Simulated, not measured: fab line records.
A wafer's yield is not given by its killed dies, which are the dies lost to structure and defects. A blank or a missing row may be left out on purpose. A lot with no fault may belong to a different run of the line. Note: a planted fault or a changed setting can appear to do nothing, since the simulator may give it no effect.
Which tool is to blame? ; flow sky130 ; 12 lots with 34 wafers sampled at 3 steps, on a route of 708 steps

## WHAT EACH GAUGE READ, for each wafer
SKY_NWELL_OVL_MEAS_10.
lot;measured;on;NWELL_00_OVL (nm)
L522;day 4 11:54;overlay-01;2.5 2.1 2.6
L523;day 4 16:49;overlay-01;-1.1 -1.6 0.2
L531;day 6 17:24;overlay-01;0.7 -1.7 -0.1
L532;day 6 22:03;overlay-02;0.1 0.3 3.1
L533;day 7 02:31;overlay-01;-1.6 -3.6 -1.2
L535;day 7 21:28;overlay-02;0.3 1.8 0.9
L536;day 7 20:55;overlay-01;1.8 1.0 0.6
L537;day 8 03:19;overlay-01;-0.1 -1.3 0.4
L538;day 8 09:13;overlay-01;0.4 -3.4 -3.3
L539;day 8 16:25;overlay-02;0.5 -0.4
L541;day 9 04:07;overlay-02;2.0 2.3
L545;day 10 05:37;overlay-02;2.7 2.3 3.0

## TOOL THAT RAN EACH LOT (tool first, then ch and the chambers of the sampled wafers, then the start)
lot;SKY_FIELD_ISO_ETCH_14;SKY_FIELD_ISO_STRIP_16
L522;rie diel-02 ch 2,3, day 2 04:31;plasma asher-02 ch 0,1, day 2 04:37
L523;rie diel-02 ch 0,1,3, day 2 09:35;plasma asher-01 ch 0,1, day 2 09:41
L531;rie diel-01 ch 0,1,3, day 4 02:52;plasma asher-04 ch 0,1, day 4 02:58
L532;rie diel-02 ch 0,1,3, day 4 09:37;plasma asher-04 ch 0,1, day 4 09:43
L533;rie diel-01 ch 1,2, day 4 14:22;plasma asher-04 ch 0,1, day 4 14:28
L535;rie diel-02 ch 0,1,3, day 5 01:08;plasma asher-02 ch 0,1, day 5 01:14
L536;rie diel-04 ch 0,2,3, day 5 06:19;plasma asher-01 ch 0,1, day 5 06:25
L537;rie diel-02 ch 1,2, day 5 10:19;plasma asher-02 ch 0,1, day 5 10:25
L538;rie diel-04 ch 1,3, day 5 15:37;plasma asher-02 ch 0,1, day 5 15:44
L539;rie diel-04 ch 2,3, day 6 00:02;plasma asher-01 ch 0,1, day 6 00:11
L541;rie diel-02 ch 0, day 6 09:17;plasma asher-04 ch 1, day 6 09:25
L545;rie diel-01 ch 1,2,3, day 7 03:22;plasma asher-01 ch 0,1, day 7 03:28
- SKY_FIELD_ISO_ETCH_14: etches BARC in N2/H2, stops on SiO2, time 45.9 s, target depth 60 nm.
- SKY_FIELD_ISO_STRIP_16: strips in O2/N2.

## WHAT THE TOOLS THEMSELVES READ (means of the sampled wafers that have a number; where no wafer has one, the mark that the record gives instead)
SKY_FIELD_ISO_ETCH_14.
lot;tool;drypump motor current A (A);oes product au (a.u.);throttle valve pct (%)
L522;rie diel-02;5.7;0.852;13.239
L523;rie diel-02;5.7;0.853;13.223
L531;rie diel-01;6.4;0.853;13.229
L532;rie diel-02;5.7;0.854;13.223
L533;rie diel-01;6.3;0.860;13.233
L535;rie diel-02;5.7;0.853;13.219
L536;rie diel-04;5.9;0.856;13.229
L537;rie diel-02;6.0;0.857;13.228
L538;rie diel-04;5.9;0.852;13.218
L539;rie diel-04;5.8;0.850;13.229
L541;rie diel-02;5.7;0.857;13.230
L545;rie diel-01;6.4;0.855;13.218

SKY_FIELD_ISO_STRIP_16.
lot;tool;drypump motor current A (A);oes product au (a.u.);strip time to endpoint s (s)
L522;plasma asher-02;6.1;0.375;3.523
L523;plasma asher-01;6.0;0.376;3.544
L531;plasma asher-04;5.4;0.379;3.560
L532;plasma asher-04;5.4;0.381;3.536
L533;plasma asher-04;5.4;0.380;3.567
L535;plasma asher-02;6.1;0.379;3.560
L536;plasma asher-01;6.0;0.372;3.536
L537;plasma asher-02;6.1;0.379;3.553
L538;plasma asher-02;6.1;0.375;3.534
L539;plasma asher-01;5.8;0.382;3.503
L541;plasma asher-04;5.5;0.381;3.598
L545;plasma asher-01;5.5;0.377;3.571

## THE ANSWER, worked out from the rows above alone
Rule: usual is defined by the lots themselves. Put in order of their means at a reading, lots are off if they are a third of the lots or fewer, leave a main group of 4 or more, and stand apart from it by a gap of 3 or more times the standard deviation of the main group's means; of several such gaps the widest counts. If all means in a main group match to the digits the tables above print for the reading, that group is not used. A lot without any number at a reading at which 4 lots or more have one is off too. Where the step has rows for the other lots, those lots are counted as sound. Order of review: gauges by route order, followed by the tools' own readings, for which a lot's mean as printed above is used. The first step at which some lot is off is used, and at that step the reading that is off furthest; a lot without a number counts as furthest.
Across all readings shown, no lot is off: no conclusion can be drawn from this.

## WHAT THE SIMULATOR HAD PUT IN
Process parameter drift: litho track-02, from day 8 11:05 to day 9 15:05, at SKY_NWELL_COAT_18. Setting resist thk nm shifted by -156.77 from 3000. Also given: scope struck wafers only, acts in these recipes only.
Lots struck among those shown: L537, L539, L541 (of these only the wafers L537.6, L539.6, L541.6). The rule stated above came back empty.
